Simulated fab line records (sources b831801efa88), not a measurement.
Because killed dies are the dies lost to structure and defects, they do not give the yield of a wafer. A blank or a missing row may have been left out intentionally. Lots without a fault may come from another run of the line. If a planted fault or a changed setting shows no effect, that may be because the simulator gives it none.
A struck lot beside a sound one :: flow sky130 :: 26 out of 708 route steps
Sound: the wafers L734.3, L734.4, L734.6. Wafers L742.1, L742.3, L742.5 were the ones struck. Last of all comes the cause.
Per side, at each step with rows, come the tool, then ch with its chambers, and then its first start. Under that, the readings that differ: sound wafers :: struck wafers :: difference of the means :: sigmas: that difference in standard deviations of wafers without a fault.
alike: readings whose means differ by less than 2 such deviations, and words and numbers that are the same on both sides. not compared: withheld readings, readings that some wafer has no value for, bounds like >300 that may hide the same value, and numbers for which the record gives no deviation and whose values overlap.
A row with sigmas, a row that says differs or no value, or rows on one side alone: a step with any of these is where the two part. Numbers that don't overlap but have no deviation are shown without sigmas and don't part them. Lack of a reading on every wafer of one side parts them only where that side has two or more wafers.

first, 1 step without rows for these wafers: SKY_VT_ADJUST_HVTP_IMPLANT_09.
SKY_VT_ADJUST_HVTP_STRIP_10: strips in O2/N2.
  sound on plasma asher-01 ch 0,1, day 8 08:58; struck on plasma asher-03 ch 0,1, day 10 08:36
  alike: chamber pressure mTorr, drypump motor current A, oes product au, strip time to endpoint s
  not compared: rf hours counter h
SKY_VT_ADJUST_HVTP_TW_MEAS_11:
  sound: film metro-01 at day 8 09:04; struck: film metro-04 at day 10 08:42
  alike: VT_ADJUST_HVTP_TW
then, 7 steps without rows for these wafers: SKY_VT_ADJUST_LVTN_DEHYDRATE_00 (time 60 s); SKY_VT_ADJUST_LVTN_HMDS_01 (prime time 60 s); SKY_VT_ADJUST_LVTN_COAT_02 (resist thk 3000 nm); SKY_VT_ADJUST_LVTN_SOFTBAKE_03; SKY_VT_ADJUST_LVTN_EXPOSE_04 (exposes mask NWM COMPLEMENT LESS NATIVE, target cd 840 nm); SKY_VT_ADJUST_LVTN_PEB_05; SKY_VT_ADJUST_LVTN_DEVELOP_06 (develop time 60 s).
SKY_VT_ADJUST_LVTN_OVL_MEAS_07:
  sound: overlay-01 at day 9 06:13; struck: overlay-02 at day 11 08:22
  alike: VT_ADJUST_LVTN_OVL
then, 1 step without rows for these wafers: SKY_VT_ADJUST_LVTN_IMPLANT_08.
SKY_VT_ADJUST_LVTN_STRIP_09: strips in O2/N2.
  sound on plasma asher-03 ch 0,1, day 9 06:26; struck on plasma asher-03 ch 0,1, day 11 08:33
reading: oes product au (a.u.)
sound: 0.713 0.717 0.727
struck: 0.952 0.951 0.950
difference: +0.232
sigmas: +52

reading: strip time to endpoint s (s)
sound: 36.99 36.92 37.02
struck: - - -
difference: no value on the struck wafers
sigmas: 

reading: model.coat_of_VT_ADJUST_LVTN_COAT_02.thk nm (nm)
sound: 0 0 0
struck: 1093 1088 1087
difference: +1089
sigmas: 
  alike: chamber pressure mTorr, drypump motor current A
  not compared: rf hours counter h
SKY_VT_ADJUST_LVTN_TW_MEAS_10:
  sound: film metro-03 at day 9 06:31; struck: film metro-02 at day 11 08:39
  alike: VT_ADJUST_LVTN_TW
then, 7 steps without rows for these wafers: SKY_VT_ADJUST_LVTN_DEHYDRATE_11 (time 60 s); SKY_VT_ADJUST_LVTN_HMDS_12 (prime time 60 s); SKY_VT_ADJUST_LVTN_COAT_13 (resist thk 1140 nm); SKY_VT_ADJUST_LVTN_SOFTBAKE_14 (time 60 s); SKY_VT_ADJUST_LVTN_EXPOSE_15 (exposes mask HVN STD DERIVED, target cd 600 nm); SKY_VT_ADJUST_LVTN_PEB_16; SKY_VT_ADJUST_LVTN_DEVELOP_17 (develop time 60 s).
SKY_VT_ADJUST_LVTN_OVL_MEAS_18:
  sound: overlay-01 at day 10 04:56; struck: overlay-01 at day 12 07:16
  alike: VT_ADJUST_LVTN_01_OVL
then, 1 step without rows for these wafers: SKY_VT_ADJUST_LVTN_IMPLANT_19.
SKY_VT_ADJUST_LVTN_STRIP_20: strips in O2/N2.
  sound on plasma asher-03 ch 0,1, day 10 05:08; struck on plasma asher-03 ch 0,1, day 12 07:26
reading: oes product au (a.u.)
sound: 0.723 0.709 0.705
struck: 0.728 0.717 0.721
difference: +0.010
sigmas: +2

reading: strip time to endpoint s (s)
sound: 14.23 14.18 14.18
struck: 30.60 30.55 30.53
difference: +16.36
sigmas: +99 or more
  alike: chamber pressure mTorr, drypump motor current A
  not compared: rf hours counter h
SKY_VT_ADJUST_LVTN_TW_MEAS_21:
  sound: film metro-03 at day 10 05:13; struck: film metro-04 at day 12 07:32
reading: VT_ADJUST_LVTN_2_TW
sound: 186.0 186.5 186.0
struck: 29.7 29.9 29.9
difference: -156.3
sigmas: -99 or more
then, 1 step without rows for these wafers: SKY_VT_ADJUST_NCORE_DEHYDRATE_00 (time 60 s).

== WHERE THEY PART ==
Earliest at SKY_VT_ADJUST_LVTN_STRIP_09; latest, in this record, at SKY_VT_ADJUST_LVTN_TW_MEAS_21.

WHY: whatever the simulator had introduced
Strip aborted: plasma asher-03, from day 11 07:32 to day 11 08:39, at SKY_VT_ADJUST_LVTN_STRIP_09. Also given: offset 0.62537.
